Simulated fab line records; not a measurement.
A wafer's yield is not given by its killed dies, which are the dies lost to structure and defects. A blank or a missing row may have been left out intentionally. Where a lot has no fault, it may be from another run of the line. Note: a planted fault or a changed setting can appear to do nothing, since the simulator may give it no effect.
Code-filled problem report in 8D (eight disciplines) form | flow sky130 | the parts of the form that need people (team, actions taken, sign-off) are left out

## 1. WHAT WENT WRONG
Wafers without a fault read 20.000 s, standard deviation 0.0088; overpolishRunS at SKY_VIA3_CMP_24 reads a mean of 0.038 s on 2 wafers belonging to 2 lots. So: -99 or more standard deviations from the usual mean.
The step: polishes, stops on SiO2, t overpolish 20 s, target thk 0 nm.
First seen on wafer L163.1, day 45 07:25, on cmp-01. Wafers with a number at this step in the record: 32, from 11 lots. Rule for "out", or "out of limits": more than 4 standard deviations from the usual mean. The rest of the wafers with a number are treated as sound.

## 2. WHAT THIS IS AND IS NOT
question                    | is                              | is not
which readings at this step | overpolishRunS, timeToEndpointS | headPressurePsi, motorCurrentA
which lots                  | L163, L165                      | L142, L143, L146, L147, L149, L150, L154, L156, L164
which wafers of those lots  | L163.1, L165.3                  | L163.4, L163.5, L165.6
read on which tools         | cmp-01                          | cmp-02
when                        | from day 45 07:25               | up to then (26 sound wafers); but 4 sound wafers of L164, L165 came after

## 3. SUSPECTS, AND WHAT RULES EACH OUT
Counting: if a tool at a process step up to the reading ran every lot that is out, it stays a suspect. Sound lots after the first of them don't rule it out here, since some wafers of a struck lot are sound.
- cmp-01 at SKY_VIA3_CMP_24 (polishes, stops on SiO2, t overpolish 20 s, target thk 0 nm): kept. Ran every lot that is out, first one L163 (day 45 07:25); last sound lot up to then L156 (day 43 14:51). Out on those wafers are its own readings of overpolishRunS, timeToEndpointS.
- Within cmp-01 at SKY_VIA3_CMP_24: the wafers that are out ran in chambers 0, 3; their sound lot-mates ran in chambers 1, 2.
Left after counting: cmp-01 at SKY_VIA3_CMP_24.

## 4. THE CAUSE (what the simulator had put in)
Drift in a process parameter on cmp-01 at SKY_VIA3_CMP_24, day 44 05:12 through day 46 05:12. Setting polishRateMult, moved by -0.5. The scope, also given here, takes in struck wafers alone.
Counting left only this tool.

## 5. THE CHAIN OF EFFECTS, in route order
Each row: a reading whose mean over the struck wafers that have a number lies more than 3 standard deviations from the usual. Only readings whose record carries a usual standard deviation are examined. hours: median over the lots of the time between each lot's start at the first step of this table that gives one and its start at this step. sigmas: the change, counted in usual standard deviations.
hours | step                  | reading              | usual    | on struck wafers | change  | sigmas
0     | SKY_VIA3_CMP_24       | overpolishRunS       | 20.000 s | 0.038            | -19.962 | -99 or more
0     | SKY_VIA3_CMP_24       | timeToEndpointS      | 94 s     | 148              | +54     | +16
119   | SKY_PAD_OPEN_PROBE_99 | defectLimitedYield   | 82.3 %   | 0.0              | -82.3   | -41
119   | SKY_PAD_OPEN_PROBE_99 | killed_at_M0_to_M3   | 43       | 444              | +401    | +55
119   | SKY_PAD_OPEN_PROBE_99 | killedDies           | 87       | 492              | +405    | +41
119   | SKY_PAD_OPEN_PROBE_99 | killedOnRim          | 17       | 96               | +79     | +21
119   | SKY_PAD_OPEN_PROBE_99 | sort_bin_3_pad_short | 0.8 %    | 82.5             | +81.7   | +99 or more
119   | SKY_PAD_OPEN_PROBE_99 | sortNPass            | 405      | 0                | -405    | -41
119   | SKY_PAD_OPEN_PROBE_99 | sortYieldPct         | 82.3 %   | 0.0              | -82.3   | -41
It contains these process steps:
- SKY_VIA3_CMP_24: polishes, stops on SiO2, t overpolish 20 s, target thk 0 nm.
- SKY_PAD_OPEN_PROBE_99

## 6. HOW IT WOULD HAVE BEEN CAUGHT EARLIER
In this record no reading fell out of limits until day 45 07:25, 26 hours after the fault had begun at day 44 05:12.
